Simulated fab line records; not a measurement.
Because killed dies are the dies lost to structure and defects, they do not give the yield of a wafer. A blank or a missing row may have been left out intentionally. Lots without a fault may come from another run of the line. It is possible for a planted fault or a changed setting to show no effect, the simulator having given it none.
Struck lot and sound lot, side by side :: flow gf180mcu :: 20 steps out of a route of 602
Sound: wafers L547.1, L547.4, L547.6. The struck wafers were L550.3, L550.4, L550.5. The cause is given at the end.
For every step that has rows: the tool of each side, followed by ch and its chambers, followed by its first start. Under that, the readings that differ: sound wafers :: struck wafers :: difference of the means :: sigmas: that difference in standard deviations of wafers without a fault.
alike: readings whose means differ by less than 2 such deviations, and words and numbers that are the same on both sides. not compared: withheld readings, readings that some wafer has no value for, bounds like >300 that may hide the same value, and numbers for which the record gives no deviation and whose values overlap.
Wherever a step has rows on one side only, a row that says differs or no value, or a row with sigmas, the two part there. Non-overlapping numbers with no deviation appear without sigmas and do not part them. Lack of a reading on every wafer of one side parts them only where that side has two or more wafers.

first, 2 steps without rows for these wafers: GF_M5_CLEAN_13 (cleans in DIW); GF_V5_CVD_00 (deposits SiO2, target thk 300 nm, time 50 s).
GF_V5_THK_MEAS_01:
  sound on film metro-04, day 26 18:29; struck on film metro-03, day 27 16:10
  alike: V5_CVD_00_THK
GF_V5_CVD_02: deposits SiO2 from TEOS, target thk 1450 nm, time 163.28 s.
  sound on pecvd-02 ch 0,2, day 26 18:32; struck on pecvd-02 ch 0,1, day 27 16:12
  alike: heater power w
GF_V5_THK_MEAS_03:
  sound on film metro-03, day 26 18:38; struck on film metro-04, day 27 16:20
  alike: V5_CVD_02_THK
GF_V5_CMP_04: polishes SiO2.
  sound on cmp-02 ch 0,2, day 26 18:42; struck on cmp-02 ch 0,2,3, day 27 16:25
  alike: motor current A
GF_V5_BOW_MEAS_05:
  sound on film metro-03, day 26 19:00; struck on film metro-04, day 27 16:43
  alike: V5_BOW
then, 5 steps without rows for these wafers: GF_V5_DEHYDRATE_06 (time 60 s); GF_V5_HMDS_07 (prime time 60 s); GF_V5_COAT_08; GF_V5_COAT_09 (resist thk 1000 nm); GF_V5_SOFTBAKE_10 (time 60 s).
GF_V5_EXPOSE_11: exposes mask Via5, target cd 260 nm.
  sound on krf scanner-01 ch 0, day 27 05:14; struck on krf scanner-02 ch 0, day 28 02:12
  alike: mask, reticle temp C
then, 2 steps without rows for these wafers: GF_V5_PEB_12 (peb time 90 s); GF_V5_DEVELOP_13 (develop time 60 s).
GF_V5_CD_MEAS_14: the cd target is 260 nm.
  sound on cd sem-01, day 27 15:55; struck on cd sem-01, day 28 11:55
  alike: cd nm
GF_V5_OVL_MEAS_15:
  sound on overlay-02, day 27 16:02; struck on overlay-02, day 28 12:00
  alike: V5_OVL
GF_V5_ETCH_16: etches BARC in N2/H2.
  sound on rie diel-03 ch 1,2, day 27 16:04; struck on rie diel-04 ch 0,1,2, day 28 12:02
reading: drypump motor current A (A)
sound: 6.3 6.3 6.2
struck: 5.3 5.3 5.7
difference: -0.8
sigmas: -3

reading: model.V5.cd nm (nm)
sound: 258.8 260.8 259.4
struck: 261.3 261 261.7
difference: +1.7
sigmas: 
  alike: n2 flow sccm, oes product au, throttle valve pct
GF_V5_ETCH_17: etches SiO2 in C4F8/O2/Ar, stops on TiN, target depth 855 nm.
  sound on rie diel-03 ch 1,2; struck on rie diel-04 ch 0,1,2
  alike: oes product au
GF_PASSIVATION_PROBE_99:
  only the struck wafers here have rows in the record (prober-01, day 30 07:19); the sound ones have none

WHERE THEY PART
Last at GF_PASSIVATION_PROBE_99 as far as this record goes, first at GF_V5_ETCH_16.

WHY: what the simulator had put in
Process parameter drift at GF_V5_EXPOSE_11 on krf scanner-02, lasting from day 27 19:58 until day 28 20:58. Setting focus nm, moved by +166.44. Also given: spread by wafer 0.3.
